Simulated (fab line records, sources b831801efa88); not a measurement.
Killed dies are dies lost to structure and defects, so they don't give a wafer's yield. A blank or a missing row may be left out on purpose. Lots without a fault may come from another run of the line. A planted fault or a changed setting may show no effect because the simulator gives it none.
fab line records | flow sky130
record lots=5 wafers=15 last_day=50
route steps=708 shown LI_CONTACT@371 PAD_OPEN@708
lots that met no fault: from a run of the same line without faults
start_h: hours from the record's first day to the start of the lot's first wafer shown | wait_h: hours since the lot's step before | " the same as in the row above | L1.1+2: a row that stands for several wafers | - no value, or no start given | * or withheld: withheld | < > ~ a bound
route shown NAME@n: a module of which the file shows steps, and the number in the route of the first | usual: mean/standard deviation of fault-free wafers | same: alike in all rows | chamber/n: place in a boat | sites: the reading at each site | _std_site: their standard deviation | _edge_site: outer sites' mean less inner sites' | radius_mm: how far each site lies from the wafer's centre | mask NAME#n: copy n | behind: the tool/chamber that last shaped the wafer | hold: why the lot was held/for how many hours/how that ended | device: the transistor (n, p or np) that didn't switch | end of line: the same wafers' tests at the end of the route | a step without rows: its recipe alone | killed: dies lost to structure and defects at the first sort, not the wafer's yield | map: a wafer's dies, x killed, . not, _ none there
set.NAME: the setting as run; set.NAME@STEP: as run at that earlier step | model.NAME: the simulator's own value behind a step, which no gauge read
lots at some steps of the route; a table a step, a row a wafer
services: from which hour (start_h, from the record's first day; less than 0 if before it) a tool's chamber was out of use, for how many hours, and why
## steps
# step SKY_LI_CONTACT_EXPOSE_09
# recipe mask_id=LICM1 na=0.8 source_shape=annular sigma_inner=0.55 sigma_outer=0.85 target_cd_nm=170 dose_mj=38
# step SKY_LI_CONTACT_PEB_10
# recipe peb_temp_c=withheld peb_time_s=withheld resist=KrF-thick
# step SKY_LI_CONTACT_DEVELOP_11
# recipe develop_time_s=60 resist=KrF-thick dev_temp_c=21
# step SKY_LI_CONTACT_CD_MEAS_12
# recipe target_cd_nm=170
# usual cd_nm=169.5/1.6
# columns lot.wafer tool chamber start_h wait_h cd_nm
L404.2 cd_sem-01 - 676.23 - 169.8
L404.4 " - " " 170.5
L404.6 " - " " 170.7
L405.1 cd_sem-01 - 682.77 - 170.9
L405.4 " - " " 172.2
L405.6 " - " " 172.1
L417.2 cd_sem-02 - 780.38 - 169.5
L417.3 " - " " 170.2
L417.4 " - " " 169.4
L418.2 cd_sem-02 - 785.83 - 168.9
L418.4 " - " " 169.8
L418.6 " - " " 168.8
L425.1 cd_sem-02 - 842.27 - 170.8
L425.2 " - " " 170.0
L425.5 " - " " 170.6
# step SKY_LI_CONTACT_OVL_MEAS_13
# usual LI_CONTACT_OVL=-6/4.7
# columns lot.wafer tool chamber start_h wait_h LI_CONTACT_OVL[nm]
L404.2 overlay-01 - 676.34 0.1 -3
L404.4 " - " " -5
L404.6 " - " " -7
L405.1 overlay-02 - 682.89 0.1 -9
L405.4 " - " " -12
L405.6 " - " " -16
L417.2 overlay-02 - 780.49 0.1 -5
L417.3 " - " " 2
L417.4 " - " " -6
L418.2 overlay-02 - 785.94 0.1 0
L418.4 " - " " -1
L418.6 " - " " -8
L425.1 overlay-01 - 842.39 0.1 -9
L425.2 " - " " -8
L425.5 " - " " -7
# step SKY_LI_CONTACT_ETCH_14
# recipe chemistry=N2/H2 target=BARC ion_energy_ev=200 source_w=500 bias_w=100 pressure_mtorr=30 n2_flow_sccm=100 h2_flow_sccm=200 stop_on=SiO2 time_s=45.9 target_depth_a=600
# usual drypump_motor_current_A=5.6/0.32 oes_product_au=0.854/0.005 throttle_valve_pct=13.225/0.0087
# columns lot.wafer tool chamber start_h wait_h drypump_motor_current_A oes_product_au rf_hours_counter_h throttle_valve_pct
L404.2 rie_diel-03 1 676.37 0.0 5.6 0.855 43 13.214
L404.4 " 3 " " 6.0 0.855 6 13.222
L404.6 " 0 " " 5.4 0.858 - 13.230
L405.1 rie_diel-02 1 682.93 0.0 6.1 0.847 8 13.223
L405.4 " 3 " " 5.5 0.855 2 13.239
L405.6 " 0 " " 5.5 0.853 - 13.223
L417.2 rie_diel-02 1 780.52 0.0 6.1 0.864 10 13.230
L417.3 " 0 " " 5.5 0.861 7 13.225
L417.4 " 2 " " 5.3 0.852 7 13.225
L418.2 rie_diel-04 3 785.97 0.0 5.9 0.852 17 13.218
L418.4 " 0 " " 5.6 0.851 14 13.227
L418.6 " 1 " " 5.2 0.854 - 13.237
L425.1 rie_diel-03 2 842.43 0.0 5.7 0.851 23 13.215
L425.2 " 0 " " 5.3 0.860 3 13.222
L425.5 " 2 " " 5.7 0.866 - 13.233
# step SKY_LI_CONTACT_ETCH_15
# recipe target=PSG chemistry=C4F8/O2/Ar stop_on=Si taper_deg=4.15 mask_material=KrF-thick source_w=1500 bias_w=1200 pressure_mtorr=40 c4f8_flow_sccm=withheld O2_flow_sccm=6 Ar_flow_sccm=300 time_s=withheld target_depth_a=6000
# usual oes_product_au=0.837/0.005
# columns lot.wafer tool chamber start_h wait_h oes_product_au
L404.2 rie_diel-03 1 676.41 0.0 0.838
L404.4 " 3 " " 0.839
L404.6 " 0 " " 0.832
L405.1 rie_diel-02 1 682.97 0.0 0.838
L405.4 " 3 " " 0.836
L405.6 " 0 " " 0.832
L417.2 rie_diel-02 1 780.56 0.0 0.829
L417.3 " 0 " " 0.841
L417.4 " 2 " " 0.833
L418.2 rie_diel-04 3 786.01 0.0 0.833
L418.4 " 0 " " 0.832
L418.6 " 1 " " 0.836
L425.1 rie_diel-03 2 842.47 0.0 0.830
L425.2 " 0 " " 0.836
L425.5 " 2 " " 0.835
# step SKY_LI_CONTACT_STRIP_16
# recipe chemistry=O2/N2 power_w=1400 pressure_mtorr=1500 platen_temp_c=withheld o2_flow_sccm=3000 n2_flow_sccm=300 overash_fraction=0.5
# usual drypump_motor_current_A=5.5/0.49 o2_flow_sccm=3001/8.2 oes_product_au=0.375/0.0045 strip_time_to_endpoint_s=3.49/0.031
# same overash_fraction=0.5
# columns lot.wafer tool chamber start_h wait_h drypump_motor_current_A o2_flow_sccm oes_product_au rf_hours_counter_h strip_time_to_endpoint_s
L404.2 plasma_asher-03 1 676.49 - 5.1 3010 0.376 85 3.53
L404.4 " 1 " " 5.1 3003 0.374 - 3.51
L404.6 " 1 " " 5.1 3004 0.373 - 3.54
L405.1 plasma_asher-01 1 683.06 - 5.8 2997 0.371 26 3.50
L405.4 " 0 " " 5.4 2990 0.380 - 3.45
L405.6 " 1 " " 5.8 2989 0.380 - 3.54
L417.2 plasma_asher-02 1 780.65 - 5.2 3008 0.381 66 3.51
L417.3 " 0 " " 6.3 3013 0.373 - 3.49
L417.4 " 1 " " 5.2 3005 0.375 - 3.50
L418.2 plasma_asher-01 1 786.10 - 5.8 2988 0.378 37 3.49
L418.4 " 0 " " 5.4 3002 0.378 - 3.54
L418.6 " 1 " " 5.8 3025 0.370 - 3.43
L425.1 plasma_asher-03 0 842.56 - 5.0 2999 0.378 102 3.49
L425.2 " 1 " " 5.1 2998 0.373 102 3.54
L425.5 " 1 " " 5.1 2995 0.374 - 3.49
# step SKY_LI_CONTACT_CLEAN_17
# recipe chemistry=NMP time_s=600 temp_c=60 dry=n2_spin
# step SKY_LI_CONTACT_PRE_CLEAN_18
# recipe gas=Ar time_s=5.6 bias_v=358
# step SKY_LI_CONTACT_SPUTTER_19
# recipe material=Ti target_thk_nm=20 chamber_pressure_pa=5 power_w=2500 substrate_temp_c=200 time_s=106.37
# usual throttle_valve_pct=30.3/0.87
# columns lot.wafer tool chamber start_h wait_h throttle_valve_pct
L404.2 pvd_sputter-01 - 676.79 0.0 31.2
L404.4 " - " " 30.2
L404.6 " - " " 31.4
L405.1 pvd_sputter-01 - 683.35 0.0 30.3
L405.4 " - " " 30.3
L405.6 " - " " 30.4
L417.2 pvd_sputter-01 - 780.94 0.0 31.3
L417.3 " - " " 30.4
L417.4 " - " " 30.0
L418.2 pvd_sputter-01 - 786.39 0.0 30.7
L418.4 " - " " 31.5
L418.6 " - " " 30.5
L425.1 pvd_sputter-02 - 842.85 0.0 30.5
L425.2 " - " " 30.7
L425.5 " - " " 28.4
# step SKY_LI_CONTACT_SPUTTER_20
# recipe material=TiN target_thk_nm=20 chamber_pressure_pa=5 power_w=4000 time_s=80
# usual throttle_valve_pct=30.3/0.88
# columns lot.wafer tool chamber start_h wait_h throttle_valve_pct
L404.2 pvd_sputter-01 - 676.86 0.0 31.1
L404.4 " - " " 30.2
L404.6 " - " " 31.2
L405.1 pvd_sputter-01 - 683.43 0.0 30.2
L405.4 " - " " 30.4
L405.6 " - " " 30.6
L417.2 pvd_sputter-01 - 781.02 0.0 31.2
L417.3 " - " " 30.7
L417.4 " - " " 30.0
L418.2 pvd_sputter-01 - 786.47 0.0 30.5
L418.4 " - " " 31.3
L418.6 " - " " 30.5
L425.1 pvd_sputter-02 - 842.93 0.0 30.6
L425.2 " - " " 30.4
L425.5 " - " " 28.4
# step SKY_LI_CONTACT_CVD_21
# recipe material=W target_thk_nm=400 time_s=120.56 temp_c=400 pressure_torr=40
# usual heater_power_w=837/31
# columns lot.wafer tool chamber start_h wait_h heater_power_w model.W_of_LI_CONTACT_CVD_21.thk_nm
L404.2 cvd_w-01 1 676.93 0.0 821 399.3
L404.4 " 0 " " 827 402.9
L404.6 " 0 " " 832 404.6
L405.1 cvd_w-02 0 683.49 0.0 807 396.1
L405.4 " 1 " " 888 402.3
L405.6 " 0 " " 789 391.9
L417.2 cvd_w-01 0 781.08 0.0 843 401.3
L417.3 " 0 " " 864 401
L417.4 " 1 " " 829 418.6
L418.2 cvd_w-02 0 786.53 0.0 820 394.9
L418.4 " 1 " " 874 401.5
L418.6 " 0 " " 786 394.8
L425.1 cvd_w-02 0 842.99 0.0 804 396.8
L425.2 " 1 " " 890 400.6
L425.5 " 1 " " 874 402.3
# step SKY_LI_CONTACT_RS_MEAS_22
# recipe thk_meas_gauge=four-point-probe reads=W_of_LI_CONTACT_CVD_21+TiN_of_LI_CONTACT_SPUTTER_20+Ti_of_LI_CONTACT_SPUTTER_19
# usual LI_CONTACT_W_RS=0.283/0.0049
# columns lot.wafer tool chamber start_h wait_h LI_CONTACT_W_RS[ohm/sq]
L404.2 film_metro-04 - 677.07 0.1 0.286
L404.4 " - " " 0.283
L404.6 " - " " 0.282
L405.1 film_metro-04 - 683.61 0.1 0.288
L405.4 " - " " 0.283
L405.6 " - " " 0.291
L417.2 film_metro-02 - 781.22 0.1 0.284
L417.3 " - " " 0.284
L417.4 " - " " 0.273
L418.2 film_metro-01 - 786.67 0.1 0.288
L418.4 " - " " 0.283
L418.6 " - " " 0.288
L425.1 film_metro-01 - 843.11 0.1 0.287
L425.2 " - " " 0.284
L425.5 " - " " 0.282
# step SKY_LI_CONTACT_THK_MEAS_23
# recipe thk_meas_gauge=xrf reads=W_of_LI_CONTACT_CVD_21
# usual LI_CONTACT_W_THK=408/7.5
# columns lot.wafer tool chamber start_h wait_h LI_CONTACT_W_THK[nm]
L404.2 film_metro-04 - 677.18 0.1 400
L404.4 " - " " 405
L404.6 " - " " 406
L405.1 film_metro-04 - 683.73 0.1 395
L405.4 " - " " 405
L405.6 " - " " 394
L417.2 film_metro-02 - 781.33 0.1 412
L417.3 " - " " 415
L417.4 " - " " 432
L418.2 film_metro-01 - 786.78 0.1 404
L418.4 " - " " 411
L418.6 " - " " 405
L425.1 film_metro-01 - 843.23 0.1 401
L425.2 " - " " 400
L425.5 " - " " 406
# step SKY_LI_CONTACT_CMP_24
# recipe stop_on=PSG t_overpolish_s=20 down_force_psi=3.5 platen_rpm=60 target_thk_nm=0 pad_velocity_m_s=0.94248
# step SKY_PAD_OPEN_PROBE_99
# usual killed_at_M0_to_M3=44/7.5 killed_at_M4_up=3.2/1.9 killed_at_contacts=23/4.7 killed_at_front_end=15/4.7 killed_at_other=0.4/0.66 killed_dies=87/9.3 killed_open=47/7.2 killed_short=39/6.5
# same gross_dies=492 killed_at_back_side=0
# columns lot.wafer tool chamber start_h wait_h killed_at_M0_to_M3 killed_at_M4_up killed_at_contacts killed_at_front_end killed_at_other killed_dies killed_open killed_short
L405.1 prober-01 - 1078.91 0.1 34 4 25 14 0 77 48 29
L405.4 prober-01 - 1079.06 0.2 52 3 34 8 0 97 57 40
L405.6 prober-01 - 1079.16 0.2 48 2 22 11 2 85 57 28
# killed by level:class
L405.1 CONTACT:geometric_particle:open=10 FIELD_ISO:geometric_particle:open=6 METAL1:geometric_particle:open=6 LI_CONTACT:geometric_particle:open=6 VIA3:geometric_particle:open=6 CONTACT:geometric_particle:short=4 VIA1:geometric_particle:open=4 LOCAL_INTERCONNECT:geometric_particle:open=3
L405.4 VIA1:geometric_particle:open=12 CONTACT:geometric_particle:open=11 VIA2:geometric_particle:open=11 CONTACT:geometric_particle:short=8 METAL1:geometric_particle:short=7 METAL2:geometric_particle:short=7 LI_CONTACT:geometric_particle:open=6 LOCAL_INTERCONNECT:geometric_particle:short=5
L405.6 VIA1:geometric_particle:open=14 CONTACT:geometric_particle:open=13 VIA3:geometric_particle:open=8 VIA2:geometric_particle:open=8 POLY_GATE:geometric_particle:open=7 METAL1:geometric_particle:short=5 VIA1:geometric_particle:short=5 CONTACT:geometric_particle:short=4
## services
# columns tool chamber start_h hours kind
cvd_w-01 - 663.08 2.8 pm
rie_diel-03 2 677.98 25.7 repair
cvd_w-01 0 701.19 10.5 repair
plasma_asher-03 - 712.82 2.8 pm
cvd_w-02 - 713.51 1.3 repair
pvd_sputter-02 - 715.47 8.5 repair
rie_diel-03 1 718.14 9.3 repair
pvd_sputter-02 - 723.69 3.4 repair
rie_diel-02 - 730.96 0.3 repair
rie_diel-03 - 731.23 0.6 repair
plasma_asher-01 - 738.13 1.7 repair
pvd_sputter-01 - 743.02 11.9 repair
cvd_w-01 0 743.85 3.1 repair
pvd_sputter-02 - 744.96 7.3 repair
rie_diel-02 0 754.52 12.3 repair
cvd_w-01 1 762.04 6.2 repair
rie_diel-03 2 762.65 1.8 repair
pvd_sputter-02 - 765.90 1.8 repair
rie_diel-03 3 767.08 7.6 repair
cvd_w-02 - 791.30 0.9 repair
cvd_w-02 - 792.53 2.8 pm
cvd_w-01 0 799.63 3.3 repair
rie_diel-04 1 828.45 9.7 repair
rie_diel-04 3 836.02 1.4 repair
## key
first_sign step=SKY_LI_CONTACT_THK_MEAS_23 reading=LI_CONTACT_W_THK direction=up sigmas=3.2 usual=408 struck=432
effect none on later readings
model_effect step=SKY_LI_CONTACT_CVD_21 value=W_of_LI_CONTACT_CVD_21.thk_nm without=392.2 struck=418.6
met_at SKY_LI_CONTACT_CVD_21
struck_wafers L417.4
tester_left_out L417
onset_between 676.93 781.08
fault kind=process_parameter_drift tool=cvd_w-01 chamber=- onset_h=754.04 steps=SKY_LI_CONTACT_CVD_21 channel=target_thk_nm offset=26.142 shape=step end_h=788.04 scope=struck_wafers_only acts_in=these_recipes_only stated=400
# tester_left_out: of these lots the tester's yield and bins aren't shown, on N5 and GAA mostly nor the transistor test; their killed dies are dies lost to structure and defects alone, not to doping, threshold or leakage, so they don't give the yield
